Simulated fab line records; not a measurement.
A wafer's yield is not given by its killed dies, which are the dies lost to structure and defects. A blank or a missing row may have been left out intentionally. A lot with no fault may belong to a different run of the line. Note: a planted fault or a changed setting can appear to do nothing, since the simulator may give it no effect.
What tool caused it?	flow sky130	Sampling: 24 lots, 72 wafers, 4 of 708 route steps

## WHAT EACH GAUGE READ, for each wafer
SKY_CONTACT_CD_MEAS_14 targets a cd of 170 nm.
lot	measured	on	cd nm (nm)
L074	day 31 16:08	cd sem-01	169.2 168.0 170.2
L075	day 31 17:17	cd sem-02	169.1 169.2 168.9
L076	day 32 10:27	cd sem-01	168.3 169.4 170.4
L077	day 32 16:23	cd sem-02	170.4 169.4 170.6
L078	day 32 18:34	cd sem-01	171.2 170.5 171.2
L080	day 33 12:29	cd sem-01	169.6 169.2 169.2
L079	day 33 16:34	cd sem-02	170.0 170.3 170.8
L081	day 34 14:53	cd sem-02	168.1 168.4 167.3
L082	day 34 15:53	cd sem-02	172.7 172.4 173.1
L083	day 34 17:29	cd sem-02	171.4 171.3 169.9
L084	day 35 01:33	cd sem-02	169.1 168.1 169.0
L085	day 35 13:11	cd sem-01	170.8 171.6 171.7
L086	day 35 20:52	cd sem-01	170.1 168.6 170.0
L087	day 36 02:01	cd sem-01	170.7 170.2 171.4
L088	day 36 03:43	cd sem-02	171.0 170.5 170.7
L089	day 36 11:56	cd sem-01	168.6 169.5 169.6
L090	day 36 18:15	cd sem-01	168.4 169.7 168.4
L091	day 37 03:08	cd sem-01	170.7 171.0 171.2
L092	day 37 13:23	cd sem-02	169.9 170.8 168.5
L093	day 37 19:21	cd sem-01	168.8 169.7 169.2
L094	day 37 20:25	cd sem-02	169.5 169.1 169.2
L095	day 38 03:18	cd sem-01	169.1 169.6 168.5
L096	day 38 08:07	cd sem-01	169.1 170.5 169.5
L097	day 38 19:49	cd sem-02	171.5 172.5 172.2

SKY_CONTACT_THK_MEAS_26: measures by xrf.
lot	measured	on	CONTACT_W_THK (nm)
L074	day 31 17:19	film metro-02	339 339 336
L075	day 31 18:30	film metro-03	328 325 327
L076	day 32 11:37	film metro-01	331 329 332
L077	day 32 17:38	film metro-03	324 323 327
L078	day 32 19:46	film metro-02	337 332 336
L080	day 33 13:38	film metro-01	332 333 337
L079	day 33 17:44	film metro-01	334 336 335
L081	day 34 16:05	film metro-03	344 327 327
L082	day 34 17:08	film metro-01	328 333 334
L083	day 34 18:44	film metro-03	343 344 332
L084	day 35 02:45	film metro-03	326 331 324
L085	day 35 14:29	film metro-03	333 344 330
L086	day 35 22:05	film metro-02	336 327 336
L087	day 36 03:34	film metro-03	336 349 340
L088	day 36 04:55	film metro-03	332 334 332
L089	day 36 13:07	film metro-02	349 338 345
L090	day 36 19:26	film metro-03	333 332 334
L091	day 37 04:22	film metro-03	344 334 339
L092	day 37 14:33	film metro-01	348 343 334
L093	day 37 20:53	film metro-03	343 335 344
L094	day 37 22:01	film metro-03	321 323 329
L095	day 38 04:26	film metro-02	335 335 330
L096	day 38 09:37	film metro-03	333 345 333
L097	day 38 20:59	film metro-02	334 329 332

SKY_METAL1_OVL_MEAS_16.
lot	measured	on	METAL1_OVL (nm)
L074	day 32 21:07	overlay-02	-10 -7 -13
L075	day 32 22:25	overlay-02	-5 -3 -6
L076	day 33 15:02	overlay-02	5 -5 -4
L077	day 33 20:47	overlay-02	-2 -8 -3
L078	day 33 22:33	overlay-01	7 -4 -3
L080	day 34 17:16	overlay-02	-1 2 1
L079	day 34 20:31	overlay-02	1 -2 -2
L081	day 35 19:07	overlay-01	-7 -11 -5
L082	day 35 20:04	overlay-02	-7 -4 -4
L083	day 35 21:37	overlay-02	-15 -12 -17
L084	day 36 06:35	overlay-02	2 -2 -1
L085	day 36 17:15	overlay-01	-5 -3 -7
L086	day 37 00:27	overlay-01	-7 -6 -2
L087	day 37 06:04	overlay-02	-13 -9 -1
L088	day 37 07:35	overlay-01	-2 -3 3
L089	day 37 16:20	overlay-02	0 6 -6
L090	day 37 22:02	overlay-02	3 7 5
L091	day 38 06:31	overlay-02	-11 -13 -9
L092	day 38 16:17	overlay-01	-1 -10 -9
L093	day 38 22:44	overlay-02	6 4 0
L094	day 39 00:06	overlay-01	2 -2 -2
L095	day 39 05:43	overlay-01	-8 -11 -4
L096	day 39 11:16	overlay-02	0 -4 -4
L097	day 39 21:57	overlay-01	-13 -15 -11

## WHAT TOOL EACH LOT RAN ON (gives the tool, then ch and the chambers of the sampled wafers, and finally the start)
lot	SKY_CONTACT_CMP_27
L074	cmp-02 ch 1,2,3, day 31 17:22
L075	cmp-02 ch 0,2,3, day 31 18:37
L076	cmp-02 ch 0,1,2, day 32 11:47
L077	cmp-02 ch 0,1,2, day 32 17:47
L078	cmp-02 ch 0,2, day 32 19:52
L080	cmp-01 ch 0,1,3, day 33 13:46
L079	cmp-01 ch 0,3, day 33 17:47
L081	cmp-02 ch 0,1,3, day 34 16:13
L082	cmp-01 ch 0,2,3, day 34 17:10
L083	cmp-01 ch 0,1,3, day 34 18:54
L084	cmp-02 ch 1,2,3, day 35 02:48
L085	cmp-01 ch 1,2, day 35 14:36
L086	cmp-02 ch 0,2,3, day 35 22:14
L087	cmp-02 ch 1,3, day 36 03:37
L088	cmp-02 ch 0,1, day 36 05:01
L089	cmp-01 ch 0,1,3, day 36 13:10
L090	cmp-02 ch 0,1, day 36 19:29
L091	cmp-02 ch 1,2,3, day 37 04:32
L092	cmp-01 ch 0,2,3, day 37 14:40
L093	cmp-02 ch 2,3, day 37 20:56
L094	cmp-01 ch 2,3, day 37 22:04
L095	cmp-02 ch 0,1,3, day 38 04:37
L096	cmp-02 ch 1,2,3, day 38 09:39
L097	cmp-01 ch 0,3, day 38 21:02
- SKY_CONTACT_CMP_27: polishes, stops on SiO2, t overpolish 15 s, target thk 0 nm.

## WHAT THE TOOLS THEMSELVES READ (means of the sampled wafers that have a number; where no wafer has one, the mark that the record gives instead)
SKY_CONTACT_CMP_27.
lot	tool	motor current A (A)	overpolish run s (s)	time to endpoint s (s)
L074	cmp-02	11.8	14.999	84
L075	cmp-02	11.2	14.993	80
L076	cmp-02	11.1	15.004	83
L077	cmp-02	10.9	15.009	82
L078	cmp-02	10.9	14.996	84
L080	cmp-01	10.6	15.001	78
L079	cmp-01	10.5	14.997	81
L081	cmp-02	11.6	14.995	86
L082	cmp-01	10.2	14.990	78
L083	cmp-01	10.4	14.999	85
L084	cmp-02	12.0	14.996	81
L085	cmp-01	9.6	14.997	78
L086	cmp-02	11.5	15.003	80
L087	cmp-02	11.6	14.999	89
L088	cmp-02	10.4	14.998	81
L089	cmp-01	10.7	14.997	85
L090	cmp-02	10.6	15.002	84
L091	cmp-02	11.7	14.999	84
L092	cmp-01	10.4	14.997	79
L093	cmp-02	12.2	15.000	87
L094	cmp-01	10.2	14.998	78
L095	cmp-02	11.6	14.998	84
L096	cmp-02	11.7	14.993	86
L097	cmp-01	11.0	15.006	83

## THE ANSWER, worked out from the rows above alone
Rule: the usual values come from the lots themselves. The widest of any qualifying gaps counts: lots, ordered by their means at a reading, are off when they make up no more than a third of the lots, leave a main group of 4 or more, and stand apart from it by 3 or more times the standard deviation of that group's means. Not used: any main group whose means are identical at the precision the tables above print for the reading. Also off: a lot with no number at a reading for which 4 or more lots have one. Where the step has rows for the other lots, those lots are counted as sound. After the gauges, taken in route order, come the tools' own readings; for these a lot's mean is taken, as printed above. The first step at which some lot is off is used, and at that step the reading that is off furthest; a lot without a number counts as furthest.
No lot is off at any reading shown: from this, nothing can be told.

## WHAT WAS PUT IN BY THE SIMULATOR
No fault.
